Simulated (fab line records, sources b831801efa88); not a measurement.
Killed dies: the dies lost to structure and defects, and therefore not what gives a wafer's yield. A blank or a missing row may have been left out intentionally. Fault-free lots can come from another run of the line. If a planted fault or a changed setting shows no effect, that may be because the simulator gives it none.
fab line records	flow sky130
[record] lots = 14	wafers = 42	last-day = 50
route steps=708 shown VIA1@458 PAD_OPEN@708
lots that met no fault: from a run of the same line without faults
start-h: the number of hours between the record's first day and the start of the first shown wafer of the lot	wait-h: time in hours since the lot's previous step	" same as the row above	L1.1+2: one row covering several wafers at once	- value missing, or start not given	* or withheld: withheld	< > ~ a bound
route shown NAME@n: NAME is a module with steps in the file, n the number in the route of the first one	usual: mean/standard deviation taken from wafers without a fault	same: alike in all rows	chamber/n: place in a boat	sites: per-site readings	_std_site: how widely they spread, as a standard deviation	_edge_site: inner sites' mean taken away from outer sites' mean	radius-mm: how far each site lies from the wafer's centre	mask NAME#n: copy n	behind: the tool/chamber that last shaped the wafer	hold: the reason the lot was held/the length of the hold in hours/how it ended	device: the transistor (n, p or np) that didn't switch	end of line: the tests these same wafers got at the end of their route	a step given without rows: its recipe and nothing more	killed: dies lost to structure and defects at the first sort, not the wafer's yield	map: the dies of a wafer, with x for killed, . for not killed, _ for no die there
set.NAME: the setting as run; set.NAME@STEP: as run at that earlier step	model.NAME: the simulator's own value behind a step, which no gauge read
steps of the route over a sample of lots; a table a step, a row a wafer
services: a tool's chamber out of use, with start hour (start-h, from the record's first day; less than 0 if before it), hours out, and reason
[[steps]]
[step SKY_VIA1_HDPCVD_00]
[recipe] material = SiO2	target-thk-nm = 1030	sigma-open-frac = 0.3	time-s = 171.7	temp-c = 400	sih4-flow-sccm = 60	pressure-mtorr = 6
lot.wafer	tool	chamber	start-h	wait-h
L754.2+5+6	hdpcvd-01	2,1,2	761.00	0.0
L755.1+2+5	hdpcvd-01	0,1,2	780.40	0.0
L757.1+5+6	hdpcvd-01	1,0,1	785.38	0.0
L758.1+4+6	hdpcvd-02	1,1,2	797.33	0.0
L759.1+2+3	hdpcvd-01	0,1,2	800.60	0.0
L760.3+4+6	hdpcvd-01	1,2,1	812.26	0.0
L762.1+3+6	hdpcvd-01	0,1,1	818.36	0.0
L761.1+4+5	hdpcvd-01	0,2,1	821.73	0.0
L764.1+2+6	hdpcvd-02	1,2,1	838.00	0.0
L765.2+3+4	hdpcvd-01	2,0,2	910.93	0.0
L766.1+3+4	hdpcvd-02	2,1,0	911.70	0.0
L774.2+3+4	hdpcvd-02	2,0,2	916.70	0.0
L775.1+3+6	hdpcvd-02	2,1,0	918.01	0.0
L776.3+5+6	hdpcvd-01	1,2,1	921.93	0.0
[step SKY_VIA1_THK_MEAS_01]
[recipe] reads = SiO2_of_VIA1_HDPCVD_00
[usual] VIA1_HDPCVD_THK = 1033/8.3
lot.wafer	tool	chamber	start-h	wait-h	VIA1_HDPCVD_THK[nm]
L754.2	film-metro-02	-	761.12	0.1	1037
L754.5	"	-	"	"	1038
L754.6	"	-	"	"	1039
L755.1	film-metro-02	-	780.51	0.1	1018
L755.2	"	-	"	"	1022
L755.5	"	-	"	"	1023
L757.1	film-metro-03	-	785.49	0.1	1021
L757.5	"	-	"	"	1037
L757.6	"	-	"	"	1020
L758.1	film-metro-03	-	797.47	0.1	1022
L758.4	"	-	"	"	1020
L758.6	"	-	"	"	1030
L759.1	film-metro-03	-	800.71	0.1	1014
L759.2	"	-	"	"	1014
L759.3	"	-	"	"	1030
L760.3	film-metro-01	-	812.40	0.1	1032
L760.4	"	-	"	"	1034
L760.6	"	-	"	"	1033
L762.1	film-metro-01	-	818.47	0.1	1027
L762.3	"	-	"	"	1036
L762.6	"	-	"	"	1029
L761.1	film-metro-02	-	821.84	0.1	1040
L761.4	"	-	"	"	1044
L761.5	"	-	"	"	1024
L764.1	film-metro-03	-	838.11	0.1	1040
L764.2	"	-	"	"	1030
L764.6	"	-	"	"	1035
L765.2	film-metro-01	-	911.05	0.1	1038
L765.3	"	-	"	"	1029
L765.4	"	-	"	"	1026
L766.1	film-metro-02	-	911.81	0.1	1032
L766.3	"	-	"	"	1044
L766.4	"	-	"	"	1024
L774.2	film-metro-01	-	916.82	0.1	364
L774.3	"	-	"	"	1014
L774.4	"	-	"	"	356
L775.1	film-metro-03	-	918.12	0.1	371
L775.3	"	-	"	"	1041
L775.6	"	-	"	"	1025
L776.3	film-metro-03	-	922.06	0.1	1041
L776.5	"	-	"	"	1038
L776.6	"	-	"	"	1035
[step SKY_PAD_OPEN_PROBE_99]
[usual] defect-limited-yield = 82.3/2	killed_at_M0_to_M3 = 44/7.9	killed_at_M4_up = 3.1/1.9	killed-at-contacts = 24/4.6	killed-at-front-end = 16/4.9	killed-at-other = 0.3/0.6	killed-dies = 87/9.7	killed-open = 48/7.2	killed-short = 39/5.6
[same] gross-dies = 492	killed-at-back-side = 0
lot.wafer	tool	chamber	start-h	wait-h	defect-limited-yield[%]	killed_at_M0_to_M3	killed_at_M4_up	killed-at-contacts	killed-at-front-end	killed-at-other	killed-dies	killed-open	killed-short
L754.2	prober-02	-	1070.44	0.1	82.7	42	2	23	18	0	85	50	35
L754.5	prober-02	-	1070.59	0.2	79.5	45	2	29	25	0	101	58	43
L754.6	prober-02	-	1070.64	0.2	78.3	52	3	32	20	0	107	59	47
L755.1	prober-02	-	1086.62	0.1	79.5	55	2	25	19	0	101	50	51
L755.2	prober-02	-	1086.67	0.1	83.1	45	2	22	14	0	83	46	37
L755.5	prober-02	-	1086.82	0.2	80.5	52	4	26	14	0	96	48	48
L757.1	prober-01	-	1088.07	0.1	81.5	41	8	21	21	0	91	40	51
L757.5	prober-01	-	1088.27	0.2	82.7	49	2	21	13	0	85	54	29
L757.6	prober-01	-	1088.32	0.2	83.7	43	3	15	19	0	80	47	32
L758.1	prober-02	-	1097.03	0.1	79.1	50	5	32	16	0	103	56	47
L758.4	prober-02	-	1097.18	0.2	80.3	65	2	18	11	1	97	57	40
L758.6	prober-02	-	1097.28	0.2	79.3	63	2	20	17	0	102	58	44
L759.1	prober-01	-	1101.38	0.1	80.1	47	1	39	11	0	98	57	41
L759.2	prober-01	-	1101.43	0.1	84.8	39	3	19	14	0	75	41	34
L759.3	prober-01	-	1101.48	0.2	81.7	48	2	31	9	0	90	50	40
L760.3	prober-02	-	1110.48	0.2	83.7	39	2	25	14	0	80	47	31
L760.4	prober-02	-	1110.53	0.2	85.2	37	0	20	16	0	73	42	31
L760.6	prober-02	-	1110.63	0.2	79.9	41	13	30	14	1	99	54	45
L762.1	prober-01	-	1116.63	0.1	81.3	49	4	26	13	0	92	56	36
L762.3	prober-01	-	1116.73	0.2	86.0	32	2	19	16	0	69	38	31
L762.6	prober-01	-	1116.88	0.2	84.6	32	3	27	14	0	76	45	31
L761.1	prober-02	-	1117.44	0.1	85.8	38	1	20	11	0	70	39	31
L761.4	prober-02	-	1117.59	0.2	82.5	28	3	26	29	0	86	44	40
L761.5	prober-02	-	1117.64	0.2	83.9	34	3	24	18	0	79	45	33
L764.1	prober-02	-	1131.71	0.1	84.1	35	1	28	14	0	78	50	28
L764.2	prober-02	-	1131.76	0.1	81.7	55	4	14	17	0	90	45	45
L764.6	prober-02	-	1131.96	0.2	80.5	52	4	22	18	0	96	49	47
L765.2	prober-01	-	1180.94	0.1	81.3	46	2	17	26	1	92	51	40
L765.3	prober-01	-	1180.99	0.2	78.7	48	4	31	20	2	105	67	37
L765.4	prober-01	-	1181.04	0.2	79.9	45	5	25	23	1	99	55	43
L766.1	prober-02	-	1184.29	0.1	80.3	42	2	29	22	2	97	51	45
L766.3	prober-02	-	1184.39	0.2	80.1	45	3	30	20	0	98	55	43
L766.4	prober-02	-	1184.44	0.2	84.3	36	4	23	14	0	77	42	35
L774.2	prober-01	-	1189.55	0.1	79.7	50	4	30	16	0	100	56	41
L774.3	prober-01	-	1189.60	0.2	81.3	54	4	23	11	0	92	57	34
L774.4	prober-01	-	1189.65	0.2	82.3	42	7	24	14	0	87	55	32
L775.1	prober-01	-	1190.73	0.1	86.2	34	4	16	14	0	68	35	33
L775.3	prober-01	-	1190.83	0.2	82.5	47	4	22	12	1	86	49	37
L775.6	prober-01	-	1190.98	0.2	82.1	34	6	24	24	0	88	45	43
L776.3	prober-01	-	1191.50	0.2	82.5	41	2	26	16	1	86	51	35
L776.5	prober-01	-	1191.60	0.2	80.9	54	4	18	15	3	94	43	50
L776.6	prober-01	-	1191.65	0.2	82.9	50	4	18	12	0	84	48	36
// killed by level:class
L754.2 VIA1:geometric-particle:open=13 CONTACT:geometric-particle:open=10 VIA2:geometric-particle:open=6 VIA1:geometric-particle:short=6 VIA3:geometric-particle:open=5 FIELD_ISO:geometric-particle:open=4 LI_CONTACT:geometric-particle:open=4 CONTACT:geometric-particle:short=4
L754.5 VIA1:geometric-particle:open=13 LI_CONTACT:geometric-particle:open=11 FIELD_ISO:geometric-particle:open=8 CONTACT:geometric-particle:open=7 VIA3:geometric-particle:open=7 POLY_GATE:geometric-particle:short=6 METAL1:geometric-particle:short=6 POLY_GATE:geometric-particle:open=5
L754.6 CONTACT:geometric-particle:open=15 VIA1:geometric-particle:open=13 VIA1:geometric-particle:short=9 VIA2:geometric-particle:open=7 LI_CONTACT:geometric-particle:open=6 CONTACT:geometric-particle:short=6 METAL1:geometric-particle:short=6 VIA2:geometric-particle:short=6
L755.1 VIA1:geometric-particle:open=13 CONTACT:geometric-particle:open=9 METAL1:geometric-particle:short=8 FIELD_ISO:geometric-particle:open=7 VIA2:geometric-particle:open=7 VIA3:geometric-particle:open=6 METAL2:geometric-particle:short=6 CONTACT:geometric-particle:short=5
L755.2 VIA1:geometric-particle:open=10 LI_CONTACT:geometric-particle:open=7 VIA2:geometric-particle:open=6 LOCAL_INTERCONNECT:geometric-particle:short=6 CONTACT:geometric-particle:open=6 VIA3:geometric-particle:open=5 METAL2:geometric-particle:short=5 FIELD_ISO:geometric-particle:short=4
L755.5 CONTACT:geometric-particle:open=11 VIA2:geometric-particle:short=10 VIA1:geometric-particle:open=9 METAL1:geometric-particle:short=6 VIA2:geometric-particle:open=6 LI_CONTACT:geometric-particle:open=5 LOCAL_INTERCONNECT:geometric-particle:short=5 VIA1:geometric-particle:short=4
L757.1 VIA1:geometric-particle:open=14 CONTACT:geometric-particle:short=8 METAL4:geometric-particle:short=7 FIELD_ISO:geometric-particle:short=6 METAL2:geometric-particle:short=6 POLY_GATE:geometric-particle:open=6 LOCAL_INTERCONNECT:geometric-particle:short=5 METAL1:geometric-particle:short=4
L757.5 VIA1:geometric-particle:open=11 CONTACT:geometric-particle:open=9 VIA3:geometric-particle:open=9 VIA2:geometric-particle:open=8 VIA2:geometric-particle:short=5 POLY_GATE:geometric-particle:open=4 LI_CONTACT:geometric-particle:open=4 METAL2:geometric-particle:short=4
L757.6 VIA1:geometric-particle:open=11 POLY_GATE:geometric-particle:open=6 VIA2:geometric-particle:open=6 METAL1:geometric-particle:short=6 VIA3:geometric-particle:open=6 FIELD_ISO:geometric-particle:open=4 FIELD_ISO:geometric-particle:short=4 LOCAL_INTERCONNECT:geometric-particle:short=4
L758.1 LI_CONTACT:geometric-particle:open=12 VIA2:geometric-particle:open=9 VIA1:geometric-particle:open=9 CONTACT:geometric-particle:open=9 METAL2:geometric-particle:short=7 METAL1:geometric-particle:short=6 FIELD_ISO:geometric-particle:short=5 FIELD_ISO:geometric-particle:open=5
L758.4 VIA1:geometric-particle:open=24 METAL2:geometric-particle:short=8 VIA2:geometric-particle:open=8 VIA1:geometric-particle:short=7 LI_CONTACT:geometric-particle:open=6 CONTACT:geometric-particle:short=5 VIA3:geometric-particle:open=5 POLY_GATE:geometric-particle:open=4
L758.6 VIA1:geometric-particle:open=20 VIA2:geometric-particle:open=10 VIA1:geometric-particle:short=8 LI_CONTACT:geometric-particle:open=7 VIA3:geometric-particle:open=7 METAL2:geometric-particle:short=6 FIELD_ISO:geometric-particle:short=5 FIELD_ISO:geometric-particle:open=4
L759.1 LI_CONTACT:geometric-particle:open=11 VIA1:geometric-particle:open=11 CONTACT:geometric-particle:short=8 CONTACT:geometric-particle:open=8 VIA3:geometric-particle:open=8 LI_CONTACT:geometric-particle:short=6 METAL2:geometric-particle:short=5 VIA2:geometric-particle:open=5
L759.2 VIA1:geometric-particle:open=10 CONTACT:geometric-particle:open=7 VIA3:geometric-particle:open=7 FIELD_ISO:geometric-particle:short=5 VIA2:geometric-particle:open=5 LOCAL_INTERCONNECT:geometric-particle:short=4 VIA1:geometric-particle:short=4 METAL3:geometric-particle:short=4
L759.3 CONTACT:geometric-particle:open=12 VIA1:geometric-particle:open=10 LI_CONTACT:geometric-particle:open=8 VIA2:geometric-particle:open=7 LI_CONTACT:geometric-particle:short=6 VIA1:geometric-particle:short=6 VIA3:geometric-particle:open=6 METAL3:geometric-particle:short=6
L760.3 VIA1:geometric-particle:open=14 CONTACT:geometric-particle:open=10 FIELD_ISO:geometric-particle:short=6 LI_CONTACT:geometric-particle:open=5 LOCAL_INTERCONNECT:geometric-particle:short=5 CONTACT:geometric-particle:short=5 VIA3:geometric-particle:open=5 VIA1:geometric-particle:short=4
L760.4 VIA1:geometric-particle:open=10 POLY_GATE:geometric-particle:open=6 LI_CONTACT:geometric-particle:open=6 VIA3:geometric-particle:open=6 VIA1:geometric-particle:short=5 FIELD_ISO:geometric-particle:open=4 LOCAL_INTERCONNECT:geometric-particle:short=4 CONTACT:geometric-particle:open=4
L760.6 CONTACT:geometric-particle:open=14 METAL4:geometric-particle:short=10 VIA1:geometric-particle:open=9 CONTACT:geometric-particle:short=7 VIA3:geometric-particle:open=7 LI_CONTACT:geometric-particle:open=6 METAL2:geometric-particle:short=5 VIA3:geometric-particle:short=5
L762.1 VIA1:geometric-particle:open=13 LI_CONTACT:geometric-particle:open=9 CONTACT:geometric-particle:open=6 VIA2:geometric-particle:open=6 POLY_GATE:geometric-particle:open=5 CONTACT:geometric-particle:short=5 VIA2:geometric-particle:short=5 VIA3:geometric-particle:short=5
L762.3 VIA3:geometric-particle:open=9 VIA1:geometric-particle:open=8 CONTACT:geometric-particle:open=7 VIA2:geometric-particle:short=7 POLY_GATE:geometric-particle:short=7 LI_CONTACT:geometric-particle:open=5 POLY_GATE:geometric-particle:open=3 SPACER:geometric-particle:short=3
L762.6 CONTACT:geometric-particle:open=9 VIA3:geometric-particle:open=9 LI_CONTACT:geometric-particle:open=8 VIA1:geometric-particle:open=6 LOCAL_INTERCONNECT:geometric-particle:short=5 FIELD_ISO:geometric-particle:short=4 POLY_GATE:geometric-particle:short=4 VIA2:geometric-particle:open=4
L761.1 VIA3:geometric-particle:open=8 LI_CONTACT:geometric-particle:open=8 CONTACT:geometric-particle:open=7 METAL1:geometric-particle:short=6 POLY_GATE:geometric-particle:short=5 VIA2:geometric-particle:open=5 VIA1:geometric-particle:open=4 METAL3:geometric-particle:short=4
L761.4 FIELD_ISO:geometric-particle:short=10 CONTACT:geometric-particle:open=10 POLY_GATE:geometric-particle:short=6 POLY_GATE:geometric-particle:open=6 VIA3:geometric-particle:open=6 LI_CONTACT:geometric-particle:open=5 METAL2:geometric-particle:short=5 VIA1:geometric-particle:open=5
L761.5 CONTACT:geometric-particle:open=9 VIA2:geometric-particle:open=7 CONTACT:geometric-particle:short=7 VIA3:geometric-particle:open=7 FIELD_ISO:geometric-particle:open=6 VIA1:geometric-particle:open=6 LI_CONTACT:geometric-particle:open=5 FIELD_ISO:geometric-particle:short=4
L764.1 VIA1:geometric-particle:open=11 CONTACT:geometric-particle:open=10 LI_CONTACT:geometric-particle:open=8 METAL1:geometric-particle:short=8 FIELD_ISO:geometric-particle:open=7 CONTACT:geometric-particle:short=4 VIA3:geometric-particle:open=4 SPACER:geometric-particle:open=3
L764.2 VIA1:geometric-particle:open=15 METAL1:geometric-particle:short=10 VIA2:geometric-particle:open=9 CONTACT:geometric-particle:open=6 METAL2:geometric-particle:short=5 FIELD_ISO:geometric-particle:open=4 VIA1:geometric-particle:short=4 VIA3:geometric-particle:short=4
L764.6 VIA1:geometric-particle:open=15 VIA3:geometric-particle:open=8 VIA2:geometric-particle:open=8 POLY_GATE:geometric-particle:short=7 VIA1:geometric-particle:short=6 LI_CONTACT:geometric-particle:short=5 CONTACT:geometric-particle:short=5 CONTACT:geometric-particle:open=5
L765.2 VIA1:geometric-particle:open=14 VIA3:geometric-particle:open=10 FIELD_ISO:geometric-particle:short=7 POLY_GATE:geometric-particle:open=6 POLY_GATE:geometric-particle:short=6 CONTACT:geometric-particle:open=6 VIA1:geometric-particle:short=5 VIA2:geometric-particle:open=5
L765.3 CONTACT:geometric-particle:open=13 VIA3:geometric-particle:open=11 VIA2:geometric-particle:open=9 LI_CONTACT:geometric-particle:open=8 VIA1:geometric-particle:open=8 VIA1:geometric-particle:short=6 POLY_GATE:geometric-particle:short=5 CONTACT:geometric-particle:short=5
L765.4 VIA1:geometric-particle:open=10 CONTACT:geometric-particle:open=9 VIA2:geometric-particle:open=9 LI_CONTACT:geometric-particle:open=7 VIA3:geometric-particle:open=7 METAL2:geometric-particle:short=6 POLY_GATE:geometric-particle:open=5 POLY_GATE:geometric-particle:short=5
L766.1 VIA1:geometric-particle:open=13 CONTACT:geometric-particle:open=8 LI_CONTACT:geometric-particle:open=7 LI_CONTACT:geometric-particle:short=6 FIELD_ISO:geometric-particle:open=5 FIELD_ISO:geometric-particle:short=5 POLY_GATE:geometric-particle:open=4 POLY_GATE:geometric-particle:short=4
L766.3 VIA1:geometric-particle:open=10 CONTACT:geometric-particle:open=9 LI_CONTACT:geometric-particle:open=8 POLY_GATE:geometric-particle:open=6 METAL1:geometric-particle:short=6 VIA3:geometric-particle:open=6 VIA2:geometric-particle:open=5 SPACER:geometric-particle:open=4
L766.4 VIA1:geometric-particle:open=9 CONTACT:geometric-particle:open=7 VIA2:geometric-particle:open=6 FIELD_ISO:geometric-particle:open=5 POLY_GATE:geometric-particle:short=5 LI_CONTACT:geometric-particle:short=5 LI_CONTACT:geometric-particle:open=5 VIA1:geometric-particle:short=5
L774.2 VIA1:geometric-particle:open=21 CONTACT:geometric-particle:open=10 LI_CONTACT:geometric-particle:open=8 FIELD_ISO:geometric-particle:open=5 FIELD_ISO:geometric-particle:short=5 LOCAL_INTERCONNECT:geometric-particle:short=5 VIA1:geometric-particle:short=5 VIA2:geometric-particle:open=5
L774.3 VIA1:geometric-particle:open=14 VIA2:geometric-particle:open=14 CONTACT:geometric-particle:open=9 LI_CONTACT:geometric-particle:open=7 METAL1:geometric-particle:short=6 METAL1:geometric-particle:open=6 FIELD_ISO:geometric-particle:short=4 FIELD_ISO:geometric-particle:open=4
L774.4 VIA2:geometric-particle:open=10 LI_CONTACT:geometric-particle:open=9 VIA1:geometric-particle:open=8 CONTACT:geometric-particle:open=8 METAL4:geometric-particle:short=7 METAL1:geometric-particle:open=5 METAL2:geometric-particle:short=5 FIELD_ISO:geometric-particle:open=4
L775.1 VIA2:geometric-particle:open=10 VIA1:geometric-particle:open=7 CONTACT:geometric-particle:open=5 FIELD_ISO:geometric-particle:short=4 POLY_GATE:geometric-particle:short=4 METAL2:geometric-particle:short=4 LI_CONTACT:geometric-particle:open=4 LOCAL_INTERCONNECT:geometric-particle:short=4
L775.3 CONTACT:geometric-particle:open=14 VIA1:geometric-particle:open=8 VIA1:geometric-particle:short=7 METAL3:geometric-particle:short=7 METAL1:geometric-particle:short=6 VIA2:geometric-particle:open=6 FIELD_ISO:geometric-particle:open=5 LI_CONTACT:geometric-particle:open=4
L775.6 CONTACT:geometric-particle:open=11 VIA1:geometric-particle:open=7 POLY_GATE:geometric-particle:short=7 FIELD_ISO:geometric-particle:open=6 POLY_GATE:geometric-particle:open=6 METAL4:geometric-particle:short=6 METAL1:geometric-particle:short=5 VIA2:geometric-particle:open=5
L776.3 METAL2:geometric-particle:open=9 LI_CONTACT:geometric-particle:open=8 CONTACT:geometric-particle:short=8 CONTACT:geometric-particle:open=7 VIA1:geometric-particle:open=7 VIA3:geometric-particle:open=5 VIA1:geometric-particle:short=5 FIELD_ISO:geometric-particle:open=4
L776.5 METAL1:geometric-particle:short=9 VIA3:geometric-particle:open=8 METAL2:geometric-particle:short=7 VIA2:geometric-particle:open=7 CONTACT:geometric-particle:open=6 VIA1:geometric-particle:open=6 FIELD_ISO:geometric-particle:short=5 VIA1:geometric-particle:short=5
L776.6 VIA1:geometric-particle:open=10 METAL1:geometric-particle:short=9 VIA3:geometric-particle:open=8 LI_CONTACT:geometric-particle:open=6 METAL2:geometric-particle:short=5 POLY_GATE:geometric-particle:open=4 CONTACT:geometric-particle:short=4 CONTACT:geometric-particle:open=4
[[services]]
tool	chamber	start-h	hours	kind
hdpcvd-02	-	879.38	2.8	pm
hdpcvd-01	-	883.00	0.3	repair
hdpcvd-01	-	906.48	2.5	repair
[[key]]
[first-sign] step = SKY_VIA1_THK_MEAS_01	reading = VIA1_HDPCVD_THK	direction = down	sigmas = 81	usual = 1033	struck = 364
effect none on later readings
met-at SKY_VIA1_HDPCVD_00
struck-lots L774,L775
struck-wafers L774.2,L774.4,L775.1
onset-between 911.70 916.70
[fault] kind = process-parameter-drift	tool = hdpcvd-02	chamber = 2	onset-h = 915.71	steps = SKY_VIA1_HDPCVD_00	channel = target-thk-nm	offset = -668.75	shape = step	end-h = 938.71	acts-in = these-recipes-only	stated = 1030
